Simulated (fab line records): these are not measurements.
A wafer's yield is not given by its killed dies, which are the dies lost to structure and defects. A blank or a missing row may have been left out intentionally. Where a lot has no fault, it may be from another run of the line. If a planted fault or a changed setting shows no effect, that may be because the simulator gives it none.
fab line records | flow sky130
record lots=13 wafers=39 lastDay=51
route steps=708 shown LDD_N@244 LDD_P@262 LDD_HVP@282 SPACER@306 PAD_OPEN@708
lots that met no fault: from a run of the same line without faults
startH: the number of hours between the record's first day and the start of the first shown wafer of the lot | waitH: hours from the lot's prior step to this one | " same as the row above | L1.1+2: a row that stands for several wafers | - no value, or no start given | * or withheld: withheld | < > ~ a bound
route shown NAME@n: names a module that has steps shown in the file, with the first one's number in the route | usual: mean and standard deviation over wafers with no fault | same: alike in all rows | chamber/n: place in a boat | sites: each site's reading | _std_site: their standard deviation | _edge_site: inner sites' mean taken away from outer sites' mean | radiusMm: how far each site lies from the wafer's centre | mask NAME#n: copy n | behind: the last tool/chamber to shape the wafer | hold: reason for holding the lot/hours on hold/outcome of the hold | device: which transistor (n, p or np) failed to switch | end of line: tests run on the same wafers once the route is complete | a step given without rows: its recipe and nothing more | killed: not the wafer's yield, but the dies lost to structure and defects at the first sort | map: a wafer's dies, x killed, . not, _ none there
set.NAME: the setting as run; set.NAME@STEP: as run at that earlier step | model.NAME: the simulator's own value behind a step, which no gauge read
one table for each step of the route and one row for each wafer, over a sample of lots
services: from which hour (startH, from the record's first day; less than 0 if before it) a tool's chamber was out of use, for how many hours, and why
## steps
# step SKY_LDD_N_OVL_MEAS_07
# usual LDD_N_OVL=-0.6/1.3
# columns lot.wafer tool chamber startH waitH LDD_N_OVL[nm]
L319.1 overlay-01 - 429.48 0.1 -2.0
L319.2 " - " " -2.8
L319.3 " - " " -1.1
L320.1 overlay-02 - 435.45 0.1 -0.3
L320.3 " - " " -1.8
L320.4 " - " " -0.7
L321.1 overlay-02 - 444.65 0.1 0.4
L321.2 " - " " 0.8
L321.4 " - " " 1.5
L322.1 overlay-02 - 473.93 0.1 1.6
L322.2 " - " " -0.2
L322.5 " - " " 1.5
L324.2 overlay-01 - 481.06 0.1 0.2
L324.3 " - " " -0.1
L324.6 " - " " -1.2
L326.2 overlay-02 - 506.84 0.1 0.1
L326.3 " - " " -1.2
L326.5 " - " " -0.8
L328.2 overlay-01 - 515.91 0.1 -1.0
L328.4 " - " " -1.5
L328.6 " - " " -0.7
L329.1 overlay-02 - 532.16 0.1 1.0
L329.2 " - " " 1.1
L329.5 " - " " 1.3
L330.2 overlay-02 - 542.41 0.1 -0.5
L330.4 " - " " 1.0
L330.5 " - " " -0.2
L331.2 overlay-02 - 551.14 0.1 0.5
L331.3 " - " " -0.1
L331.6 " - " " -1.6
L333.3 overlay-02 - 562.17 0.1 -1.9
L333.4 " - " " -1.2
L333.6 " - " " -2.8
L338.2 overlay-01 - 595.46 0.1 -0.7
L338.3 " - " " -0.7
L338.4 " - " " 2.3
L339.1 overlay-01 - 601.68 0.1 -2.6
L339.2 " - " " -2.1
L339.6 " - " " -3.6
# step SKY_LDD_P_CD_MEAS_07
# recipe targetCdNm=380
# usual cdNm=379.0/2.7
# columns lot.wafer tool chamber startH waitH cdNm
L319.1 cdSem-02 - 464.30 0.1 373.8
L319.2 " - " " 374.1
L319.3 " - " " 374.2
L320.1 cdSem-02 - 469.78 0.1 378.6
L320.3 " - " " 377.6
L320.4 " - " " 378.1
L321.1 cdSem-02 - 478.60 0.1 380.0
L321.2 " - " " 377.3
L321.4 " - " " 378.1
L322.1 cdSem-02 - 508.76 0.1 380.2
L322.2 " - " " 380.1
L322.5 " - " " 379.7
L324.2 cdSem-02 - 515.62 0.1 376.7
L324.3 " - " " 375.8
L324.6 " - " " 375.9
L326.2 cdSem-01 - 541.80 0.1 385.9
L326.3 " - " " 382.9
L326.5 " - " " 381.9
L328.2 cdSem-01 - 549.60 0.1 382.3
L328.4 " - " " 381.2
L328.6 " - " " 382.9
L329.1 cdSem-02 - 565.33 0.1 376.4
L329.2 " - " " 375.7
L329.5 " - " " 374.2
L330.2 cdSem-02 - 574.90 0.1 379.0
L330.4 " - " " 380.7
L330.5 " - " " 378.5
L331.2 cdSem-01 - 582.72 0.2 379.9
L331.3 " - " " 379.8
L331.6 " - " " 379.7
L333.3 cdSem-01 - 593.22 0.1 377.9
L333.4 " - " " 378.6
L333.6 " - " " 379.9
L338.2 cdSem-02 - 625.57 0.1 380.3
L338.3 " - " " 379.3
L338.4 " - " " 377.6
L339.1 cdSem-01 - 632.75 0.1 379.1
L339.2 " - " " 378.9
L339.6 " - " " 378.2
# step SKY_LDD_HVP_EXPOSE_04
# recipe maskId=HVPTM na=0.6 sourceShape=conventional sigmaOuter=0.6 polarization=unpolarized targetCdNm=700 doseMj=86
# columns lot.wafer tool chamber startH waitH mask
L319.1+2+3 ilineStepper-01 0 515.07 - HVPTM#0
L320.1+3+4 ilineStepper-01 0 520.81 - HVPTM#0
L321.1+2+4 ilineStepper-01 0 529.95 - HVPTM#0
L322.1+2+5 ilineStepper-01 0 559.15 - HVPTM#0
L324.2+3+6 ilineStepper-02 0 565.00 - HVPTM#0
L326.2+3+5 ilineStepper-02 0 588.37 - HVPTM#0
L328.2+4+6 ilineStepper-02 0 596.44 - HVPTM#0
L329.1+2+5 ilineStepper-02 0 609.80 - HVPTM#0
L330.2+4+5 ilineStepper-01 0 619.69 - HVPTM#0
L331.2+3+6 ilineStepper-02 0 627.50 - HVPTM#0
L333.3+4+6 ilineStepper-02 0 637.84 - HVPTM#0
L338.2+3+4 ilineStepper-01 0 670.03 - HVPTM#0
L339.1+2+6 ilineStepper-01 0 678.80 - HVPTM#0
# step SKY_LDD_HVP_OVL_MEAS_07
# usual LDD_HVP_OVL=-0.1/1.6
# columns lot.wafer tool chamber startH waitH LDD_HVP_OVL[nm]
L319.1 overlay-02 - 531.60 0.1 -0.5
L319.2 " - " " -1.2
L319.3 " - " " -0.7
L320.1 overlay-02 - 537.36 0.1 1.2
L320.3 " - " " 1.4
L320.4 " - " " 2.2
L321.1 overlay-02 - 546.00 0.1 -1.5
L321.2 " - " " -0.5
L321.4 " - " " 0.7
L322.1 overlay-02 - 574.25 0.1 -1.5
L322.2 " - " " -4.1
L322.5 " - " " -0.8
L324.2 overlay-02 - 578.91 0.1 3.6
L324.3 " - " " 2.3
L324.6 " - " " 0.7
L326.2 overlay-01 - 602.50 0.1 -2.5
L326.3 " - " " -1.4
L326.5 " - " " -2.1
L328.2 overlay-01 - 610.11 0.1 -1.8
L328.4 " - " " -0.1
L328.6 " - " " -0.7
L329.1 overlay-02 - 625.30 0.1 -0.7
L329.2 " - " " 1.9
L329.5 " - " " 0.9
L330.2 overlay-01 - 634.46 0.1 1.6
L330.4 " - " " 1.1
L330.5 " - " " 1.6
L331.2 overlay-01 - 641.26 0.1 -0.7
L331.3 " - " " -1.8
L331.6 " - " " -0.9
L333.3 overlay-02 - 651.91 0.1 0.9
L333.4 " - " " -0.1
L333.6 " - " " 0.5
L338.2 overlay-02 - 684.36 0.1 165.8
L338.3 " - " " 168.1
L338.4 " - " " 167.5
L339.1 overlay-01 - 693.60 0.1 167.7
L339.2 " - " " 166.3
L339.6 " - " " 166.7
# step SKY_SPACER_ETCHBACK_02
# recipe chemistry=CH3F/O2 target=Si3N4 stopOn=SiO2 sourceW=400 biasW=80 pressureMtorr=25 ch3fFlowSccm=40 O2_flow_sccm=30 timeS=46.7 targetDepthA=450
# usual drypumpMotorCurrentA=5.7/0.6 oesProductAu=0.852/0.0067 throttleValvePct=10.563/0.0091
# columns lot.wafer tool chamber startH waitH drypumpMotorCurrentA oesProductAu rfHoursCounterH throttleValvePct
L319.1 rieDiel-03 0 566.14 0.1 4.8 0.856 68 10.570
L319.2 " 3 " " 6.3 0.863 14 10.561
L319.3 " 1 " " 6.6 0.856 49 10.559
L320.1 rieDiel-03 3 571.14 0.1 6.3 0.850 14 10.562
L320.3 " 0 " " 4.8 0.858 68 10.556
L320.4 " 2 " " 5.8 0.851 14 10.572
L321.1 rieDiel-03 3 578.71 0.1 6.3 0.864 14 10.550
L321.2 " 0 " " 4.8 0.855 68 10.559
L321.4 " 1 " " 6.6 0.847 49 10.562
L322.1 rieDiel-01 2 606.16 0.1 5.9 0.846 41 10.560
L322.2 " 3 " " 5.6 0.848 5 10.555
L322.5 " 0 " " 5.8 0.851 - 10.565
L324.2 rieDiel-03 2 610.64 0.0 5.8 0.850 15 10.563
L324.3 " 3 " " 6.3 0.847 15 10.569
L324.6 " 0 " " 4.8 0.849 - 10.577
L326.2 rieDiel-01 2 633.27 0.0 5.9 0.860 42 10.551
L326.3 " 1 " " 4.9 0.857 45 10.546
L326.5 " 3 " " 5.6 0.846 - 10.571
L328.2 rieDiel-02 2 641.75 0.0 6.3 0.861 18 10.556
L328.4 " 1 " " 4.9 0.865 3 10.563
L328.6 " 0 " " 5.3 0.870 - 10.565
L329.1 rieDiel-03 2 657.22 0.1 5.9 0.854 16 10.562
L329.2 " 1 " " 6.6 0.843 51 10.544
L329.5 " 1 " " 6.6 0.844 - 10.568
L330.2 rieDiel-01 0 665.77 0.0 5.8 0.861 9 10.582
L330.4 " 1 " " 5.0 0.853 46 10.565
L330.5 " 1 " " 4.9 0.860 - 10.557
L331.2 rieDiel-02 0 672.61 0.0 5.3 0.850 31 10.562
L331.3 " 1 " " 4.9 0.850 3 10.552
L331.6 " 0 " " 5.3 0.839 - 10.551
L333.3 rieDiel-02 1 682.57 0.0 4.9 0.844 4 10.559
L333.4 " 0 " " 5.3 0.853 31 10.573
L333.6 " 2 " " 6.3 0.838 - 10.554
L338.2 rieDiel-01 2 715.05 0.0 5.9 0.854 44 10.579
L338.3 " 0 " " 5.7 0.847 10 10.556
L338.4 " 1 " " 4.9 0.851 47 10.573
L339.1 rieDiel-03 1 723.87 0.1 6.6 0.851 52 10.578
L339.2 " 0 " " 4.8 0.857 2 10.554
L339.6 " 3 " " 6.3 0.850 - 10.563
# step SKY_PAD_OPEN_PROBE_99
# usual killed_at_M0_to_M3=43/6.4 killed_at_M4_up=3.3/1.9 killedAtContacts=24/5.7 killedAtFrontEnd=15/4.7 killedAtOther=0.3/0.48 killedDies=86/9.2 killedOnRim=17/3.4 killedOpen=47/7 killedShort=39/6.5
# same grossDies=492 killedAtBackSide=0
# columns lot.wafer tool chamber startH waitH killed_at_M0_to_M3 killed_at_M4_up killedAtContacts killedAtFrontEnd killedAtOther killedDies killedOnRim killedOpen killedShort
L319.1 prober-02 - 1115.37 0.1 42 2 21 20 0 85 17 46 38
L319.2 prober-02 - 1115.42 0.1 34 2 28 21 1 86 16 52 33
L319.3 prober-02 - 1115.47 0.2 51 4 27 23 0 105 16 62 39
L320.1 prober-01 - 1122.92 0.1 49 5 32 14 0 100 25 62 38
L320.3 prober-01 - 1123.02 0.2 43 0 22 20 1 86 14 50 35
L320.4 prober-01 - 1123.07 0.2 44 2 38 18 0 102 14 53 49
L321.1 prober-02 - 1125.92 0.1 40 2 32 11 1 86 22 47 39
L321.2 prober-02 - 1125.97 0.1 49 1 38 16 0 104 24 62 42
L321.4 prober-02 - 1126.07 0.2 41 6 17 11 0 75 14 42 33
L322.1 prober-01 - 1145.32 0.1 56 2 18 19 0 95 28 55 40
L322.2 prober-01 - 1145.37 0.1 43 5 29 24 0 101 19 51 50
L322.5 prober-01 - 1145.52 0.2 49 4 21 22 1 97 18 53 43
L324.2 prober-01 - 1151.88 0.1 46 3 17 14 1 81 18 35 46
L324.3 prober-01 - 1151.93 0.2 41 5 21 18 0 85 17 35 50
L324.6 prober-01 - 1152.08 0.2 40 4 20 20 0 84 18 47 37
L326.2 prober-01 - 1163.85 0.1 35 2 22 20 1 80 18 41 38
L326.3 prober-01 - 1163.90 0.2 48 1 31 16 0 96 19 59 37
L326.5 prober-01 - 1164.00 0.2 42 3 22 11 1 79 12 52 27
L328.2 prober-01 - 1173.92 0.1 46 2 25 19 0 92 13 49 43
L328.4 prober-01 - 1174.02 0.2 38 2 20 15 0 75 16 44 31
L328.6 prober-01 - 1174.12 0.2 45 7 22 18 0 92 24 63 29
L329.1 prober-02 - 1177.82 0.1 55 2 28 18 0 103 20 52 51
L329.2 prober-02 - 1177.87 0.1 44 1 21 18 0 84 16 53 31
L329.5 prober-02 - 1178.02 0.2 45 5 15 23 0 88 19 49 39
L330.2 prober-01 - 1185.98 0.1 34 8 23 11 0 76 18 47 29
L330.4 prober-01 - 1186.08 0.2 35 1 16 15 0 67 13 34 31
L330.5 prober-01 - 1186.13 0.2 44 7 16 12 0 79 16 39 37
L331.2 prober-02 - 1193.13 0.1 38 2 23 9 1 73 13 38 35
L331.3 prober-02 - 1193.18 0.2 35 2 34 16 0 87 18 50 37
L331.6 prober-02 - 1193.33 0.2 56 4 36 11 0 107 13 52 55
L333.3 prober-01 - 1195.26 0.2 39 0 26 6 0 71 13 41 30
L333.4 prober-01 - 1195.31 0.2 39 5 19 6 1 70 12 37 33
L333.6 prober-01 - 1195.41 0.2 46 1 39 17 1 104 16 54 50
L338.2 prober-01 - 1211.41 0.1 35 1 25 12 1 74 14 44 30
L338.3 prober-01 - 1211.46 0.2 47 4 19 20 0 90 17 53 37
L338.4 prober-01 - 1211.51 0.2 40 0 37 12 0 89 16 44 45
L339.1 prober-02 - 1215.08 0.1 40 1 30 10 0 81 19 46 35
L339.2 prober-02 - 1215.13 0.1 40 5 22 10 0 77 17 41 36
L339.6 prober-02 - 1215.33 0.2 39 2 17 10 1 69 11 44 25
# killed by level:class
L319.1 VIA1:geometricParticle:open=8 CONTACT:geometricParticle:open=8 VIA2:geometricParticle:open=8 METAL2:geometricParticle:short=7 POLY_GATE:geometricParticle:short=6 METAL1:geometricParticle:short=6 VIA3:geometricParticle:open=6 LOCAL_INTERCONNECT:geometricParticle:short=5
L319.2 CONTACT:geometricParticle:open=14 VIA2:geometricParticle:open=8 FIELD_ISO:geometricParticle:open=7 VIA1:geometricParticle:open=7 LI_CONTACT:geometricParticle:open=6 CONTACT:geometricParticle:short=6 POLY_GATE:geometricParticle:short=5 VIA2:geometricParticle:short=5
L319.3 LI_CONTACT:geometricParticle:open=14 VIA1:geometricParticle:open=11 METAL1:geometricParticle:short=10 VIA2:geometricParticle:open=8 VIA3:geometricParticle:open=8 FIELD_ISO:geometricParticle:open=7 POLY_GATE:geometricParticle:short=4 POLY_GATE:geometricParticle:open=4
L320.1 LI_CONTACT:geometricParticle:open=13 VIA1:geometricParticle:open=11 CONTACT:geometricParticle:open=10 VIA2:geometricParticle:open=7 POLY_GATE:geometricParticle:open=6 VIA3:geometricParticle:open=6 VIA3:geometricParticle:short=5 METAL2:geometricParticle:short=5
L320.3 VIA1:geometricParticle:open=15 CONTACT:geometricParticle:open=10 LI_CONTACT:geometricParticle:open=7 VIA2:geometricParticle:open=6 METAL1:geometricParticle:short=5 FIELD_ISO:geometricParticle:short=4 VIA3:geometricParticle:open=4 POLY_GATE:geometricParticle:short=4
L320.4 LI_CONTACT:geometricParticle:open=16 VIA1:geometricParticle:open=8 LI_CONTACT:geometricParticle:short=7 FIELD_ISO:geometricParticle:short=6 METAL1:geometricParticle:short=6 FIELD_ISO:geometricParticle:open=5 METAL2:geometricParticle:short=5 LOCAL_INTERCONNECT:geometricParticle:short=5
L321.1 CONTACT:geometricParticle:open=13 METAL1:geometricParticle:short=10 VIA1:geometricParticle:open=8 CONTACT:geometricParticle:short=7 LI_CONTACT:geometricParticle:open=5 METAL2:geometricParticle:short=5 VIA1:geometricParticle:short=4 FIELD_ISO:geometricParticle:open=3
L321.2 VIA1:geometricParticle:open=18 CONTACT:geometricParticle:open=13 METAL1:geometricParticle:short=9 LI_CONTACT:geometricParticle:open=8 CONTACT:geometricParticle:short=6 POLY_GATE:geometricParticle:short=5 LOCAL_INTERCONNECT:geometricParticle:short=5 VIA3:geometricParticle:open=5
L321.4 VIA1:geometricParticle:open=11 CONTACT:geometricParticle:open=9 METAL2:geometricParticle:short=6 METAL1:geometricParticle:short=6 VIA2:geometricParticle:open=5 LI_CONTACT:geometricParticle:open=4 METAL4:geometricParticle:short=4 FIELD_ISO:geometricParticle:short=3
L322.1 VIA1:geometricParticle:open=14 METAL2:geometricParticle:short=10 VIA2:geometricParticle:open=9 FIELD_ISO:geometricParticle:open=7 CONTACT:geometricParticle:open=7 VIA3:geometricParticle:open=7 FIELD_ISO:geometricParticle:short=5 VIA1:geometricParticle:short=5
L322.2 VIA1:geometricParticle:open=18 CONTACT:geometricParticle:open=10 FIELD_ISO:geometricParticle:short=9 METAL1:geometricParticle:short=8 LOCAL_INTERCONNECT:geometricParticle:short=7 METAL2:geometricParticle:short=5 FIELD_ISO:geometricParticle:open=4 SPACER:geometricParticle:open=4
L322.5 VIA1:geometricParticle:open=14 CONTACT:geometricParticle:open=8 METAL2:geometricParticle:short=8 FIELD_ISO:geometricParticle:open=6 VIA3:geometricParticle:open=6 LOCAL_INTERCONNECT:geometricParticle:short=5 VIA2:geometricParticle:open=5 FIELD_ISO:geometricParticle:short=4
L324.2 METAL1:geometricParticle:short=10 VIA1:geometricParticle:open=10 CONTACT:geometricParticle:open=6 VIA3:geometricParticle:open=6 METAL2:geometricParticle:short=4 METAL2:geometricParticle:open=4 FIELD_ISO:geometricParticle:short=3 METAL4:geometricParticle:short=3
L324.3 VIA1:geometricParticle:open=9 LI_CONTACT:geometricParticle:open=7 VIA1:geometricParticle:short=7 FIELD_ISO:geometricParticle:short=6 CONTACT:geometricParticle:open=6 FIELD_ISO:geometricParticle:open=5 METAL4:geometricParticle:short=5 METAL2:geometricParticle:short=5
L324.6 FIELD_ISO:geometricParticle:open=7 VIA1:geometricParticle:open=7 VIA2:geometricParticle:open=7 VIA2:geometricParticle:short=6 LOCAL_INTERCONNECT:geometricParticle:short=5 CONTACT:geometricParticle:open=5 VIA1:geometricParticle:short=5 FIELD_ISO:geometricParticle:short=4
L326.2 VIA2:geometricParticle:open=9 FIELD_ISO:geometricParticle:short=8 VIA1:geometricParticle:open=8 CONTACT:geometricParticle:open=7 CONTACT:geometricParticle:short=5 LI_CONTACT:geometricParticle:open=4 LOCAL_INTERCONNECT:geometricParticle:short=4 METAL1:geometricParticle:short=4
L326.3 CONTACT:geometricParticle:open=15 VIA1:geometricParticle:open=14 VIA3:geometricParticle:open=12 VIA1:geometricParticle:short=8 LI_CONTACT:geometricParticle:open=7 FIELD_ISO:geometricParticle:short=6 CONTACT:geometricParticle:short=5 FIELD_ISO:geometricParticle:open=4
L326.5 VIA1:geometricParticle:open=13 CONTACT:geometricParticle:open=12 VIA2:geometricParticle:open=7 VIA3:geometricParticle:open=6 METAL2:geometricParticle:short=4 VIA1:geometricParticle:short=4 FIELD_ISO:geometricParticle:short=3 FIELD_ISO:geometricParticle:open=3
L328.2 LI_CONTACT:geometricParticle:open=9 METAL3:geometricParticle:short=8 VIA2:geometricParticle:open=7 CONTACT:geometricParticle:open=6 METAL2:geometricParticle:short=6 VIA3:geometricParticle:open=6 VIA3:geometricParticle:short=6 CONTACT:geometricParticle:short=5
L328.4 VIA3:geometricParticle:open=9 CONTACT:geometricParticle:open=8 LI_CONTACT:geometricParticle:open=8 VIA2:geometricParticle:open=7 METAL1:geometricParticle:short=6 VIA1:geometricParticle:open=6 POLY_GATE:geometricParticle:short=5 POLY_GATE:geometricParticle:open=4
L328.6 VIA2:geometricParticle:open=11 VIA1:geometricParticle:open=9 CONTACT:geometricParticle:open=8 VIA3:geometricParticle:open=8 LI_CONTACT:geometricParticle:open=7 FIELD_ISO:geometricParticle:short=6 POLY_GATE:geometricParticle:open=6 METAL1:geometricParticle:short=6
L329.1 CONTACT:geometricParticle:open=11 VIA2:geometricParticle:open=10 METAL2:geometricParticle:short=8 VIA1:geometricParticle:open=8 FIELD_ISO:geometricParticle:short=7 METAL1:geometricParticle:short=7 VIA3:geometricParticle:open=7 LI_CONTACT:geometricParticle:open=6
L329.2 VIA1:geometricParticle:open=12 CONTACT:geometricParticle:open=9 VIA2:geometricParticle:open=9 LI_CONTACT:geometricParticle:open=7 METAL2:geometricParticle:short=6 FIELD_ISO:geometricParticle:short=5 POLY_GATE:geometricParticle:short=5 VIA3:geometricParticle:open=5
L329.5 VIA1:geometricParticle:open=11 FIELD_ISO:geometricParticle:open=8 CONTACT:geometricParticle:open=6 METAL3:geometricParticle:short=6 VIA2:geometricParticle:short=5 VIA2:geometricParticle:open=5 VIA3:geometricParticle:open=5 METAL1:geometricParticle:short=4
L330.2 VIA1:geometricParticle:open=11 CONTACT:geometricParticle:open=10 VIA3:geometricParticle:open=6 POLY_GATE:geometricParticle:open=5 CONTACT:geometricParticle:short=5 LOCAL_INTERCONNECT:geometricParticle:short=5 METAL2:geometricParticle:short=4 VIA2:geometricParticle:open=4
L330.4 POLY_GATE:geometricParticle:open=5 METAL1:geometricParticle:short=5 VIA1:geometricParticle:open=5 VIA3:geometricParticle:open=5 FIELD_ISO:geometricParticle:short=4 LI_CONTACT:geometricParticle:open=4 LOCAL_INTERCONNECT:geometricParticle:short=4 METAL2:geometricParticle:short=4
L330.5 VIA1:geometricParticle:open=8 METAL2:geometricParticle:short=6 VIA1:geometricParticle:short=5 VIA3:geometricParticle:short=5 VIA3:geometricParticle:open=5 CONTACT:geometricParticle:short=4 LI_CONTACT:geometricParticle:open=4 METAL1:geometricParticle:short=4
L331.2 METAL2:geometricParticle:short=11 CONTACT:geometricParticle:open=11 VIA1:geometricParticle:open=7 VIA3:geometricParticle:open=5 METAL2:geometricParticle:open=5 LI_CONTACT:geometricParticle:open=4 CONTACT:geometricParticle:short=4 POLY_GATE:geometricParticle:short=3
L331.3 VIA1:geometricParticle:open=11 LI_CONTACT:geometricParticle:open=10 LOCAL_INTERCONNECT:geometricParticle:short=7 CONTACT:geometricParticle:open=7 CONTACT:geometricParticle:short=6 VIA3:geometricParticle:open=6 SPACER:geometricParticle:open=5 VIA2:geometricParticle:open=5
L331.6 CONTACT:geometricParticle:open=12 VIA1:geometricParticle:open=10 VIA2:geometricParticle:open=10 CONTACT:geometricParticle:short=8 METAL1:geometricParticle:short=8 METAL2:geometricParticle:short=7 LI_CONTACT:geometricParticle:open=6 LOCAL_INTERCONNECT:geometricParticle:short=6
L333.3 CONTACT:geometricParticle:open=11 VIA3:geometricParticle:open=7 VIA1:geometricParticle:open=7 METAL2:geometricParticle:short=6 LI_CONTACT:geometricParticle:open=5 VIA2:geometricParticle:open=5 LOCAL_INTERCONNECT:geometricParticle:short=4 VIA1:geometricParticle:short=4
L333.4 CONTACT:geometricParticle:open=8 VIA2:geometricParticle:open=7 VIA1:geometricParticle:open=6 LI_CONTACT:geometricParticle:open=5 VIA1:geometricParticle:short=5 METAL2:geometricParticle:short=5 LOCAL_INTERCONNECT:geometricParticle:short=4 VIA3:geometricParticle:open=4
L333.6 CONTACT:geometricParticle:open=17 LOCAL_INTERCONNECT:geometricParticle:short=10 VIA1:geometricParticle:open=10 METAL1:geometricParticle:short=8 FIELD_ISO:geometricParticle:short=7 LI_CONTACT:geometricParticle:open=7 VIA3:geometricParticle:open=5 VIA2:geometricParticle:short=5
L338.2 VIA1:geometricParticle:open=12 CONTACT:geometricParticle:open=10 CONTACT:geometricParticle:short=7 POLY_GATE:geometricParticle:short=5 VIA2:geometricParticle:open=5 LI_CONTACT:geometricParticle:open=4 METAL2:geometricParticle:short=4 POLY_GATE:geometricParticle:open=3
L338.3 VIA1:geometricParticle:open=16 POLY_GATE:geometricParticle:open=6 POLY_GATE:geometricParticle:short=6 CONTACT:geometricParticle:short=6 VIA3:geometricParticle:open=6 VIA2:geometricParticle:open=5 CONTACT:geometricParticle:open=5 METAL1:geometricParticle:short=5
L338.4 CONTACT:geometricParticle:open=14 VIA2:geometricParticle:open=12 CONTACT:geometricParticle:short=11 LOCAL_INTERCONNECT:geometricParticle:short=5 METAL2:geometricParticle:short=5 VIA1:geometricParticle:open=5 POLY_GATE:geometricParticle:short=4 LI_CONTACT:geometricParticle:short=4
L339.1 VIA1:geometricParticle:open=11 LI_CONTACT:geometricParticle:open=9 CONTACT:geometricParticle:open=8 VIA3:geometricParticle:open=6 FIELD_ISO:geometricParticle:short=5 VIA1:geometricParticle:short=5 LOCAL_INTERCONNECT:geometricParticle:short=4 CONTACT:geometricParticle:short=4
L339.2 VIA3:geometricParticle:open=10 CONTACT:geometricParticle:open=9 VIA1:geometricParticle:open=7 METAL1:geometricParticle:short=6 METAL2:geometricParticle:short=6 LI_CONTACT:geometricParticle:open=5 VIA2:geometricParticle:open=5 POLY_GATE:geometricParticle:short=3
L339.6 VIA1:geometricParticle:open=10 VIA3:geometricParticle:open=9 VIA2:geometricParticle:open=8 LI_CONTACT:geometricParticle:open=5 CONTACT:geometricParticle:open=4 CONTACT:geometricParticle:short=4 METAL2:geometricParticle:short=4 POLY_GATE:geometricParticle:open=3
## services
# columns tool chamber startH hours kind
rieDiel-02 1 491.34 1.8 repair
rieDiel-02 - 494.42 0.7 repair
ilineStepper-02 - 521.49 4.3 pm
ilineStepper-02 - 532.07 1.7 pm
ilineStepper-02 - 533.74 2.1 pm
ilineStepper-02 - 535.82 - consumableReplace:lamp
rieDiel-01 0 561.30 4.4 repair
rieDiel-01 1 572.28 6.8 repair
rieDiel-02 0 575.26 21.5 repair
rieDiel-01 0 598.59 7.2 repair
rieDiel-02 - 601.10 3.6 repair
rieDiel-02 1 609.39 15.7 repair
ilineStepper-02 - 611.18 4.4 pm
rieDiel-03 0 625.61 - clean
rieDiel-03 0 625.61 16.7 scheduledDown
rieDiel-03 0 625.61 16.7 ventCycle
rieDiel-03 1 653.15 2.4 repair
ilineStepper-02 - 666.23 11.5 repair
ilineStepper-01 0 684.83 - calibration
rieDiel-02 3 692.56 5.9 repair
ilineStepper-01 - 704.29 1.7 pm
rieDiel-03 1 704.78 4.5 repair
rieDiel-02 0 705.22 7.1 repair
rieDiel-01 0 705.88 3.6 repair
## key
firstSign step=SKY_LDD_HVP_OVL_MEAS_07 reading=LDD_HVP_OVL direction=up sigmas=99+ usual=-0.1 struck=167.0
effect none on later readings
metAt SKY_LDD_HVP_EXPOSE_04
struckLots L338,L339
testerLeftOut L338,L339
notActingAt SKY_LDD_N_OVL_MEAS_07,SKY_LDD_P_CD_MEAS_07,SKY_SPACER_ETCHBACK_02
onsetBetween 619.69 670.03
alsoFits time
fault kind=scannerMatchingOverlay tool=ilineStepper-01 chamber=- onsetH=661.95 steps=SKY_LDD_HVP_EXPOSE_04 offset=166.83
# testerLeftOut: of these lots the tester's yield and bins aren't shown, on N5 and GAA mostly nor the transistor test; their killed dies are dies lost to structure and defects alone, not to doping, threshold or leakage, so they don't give the yield
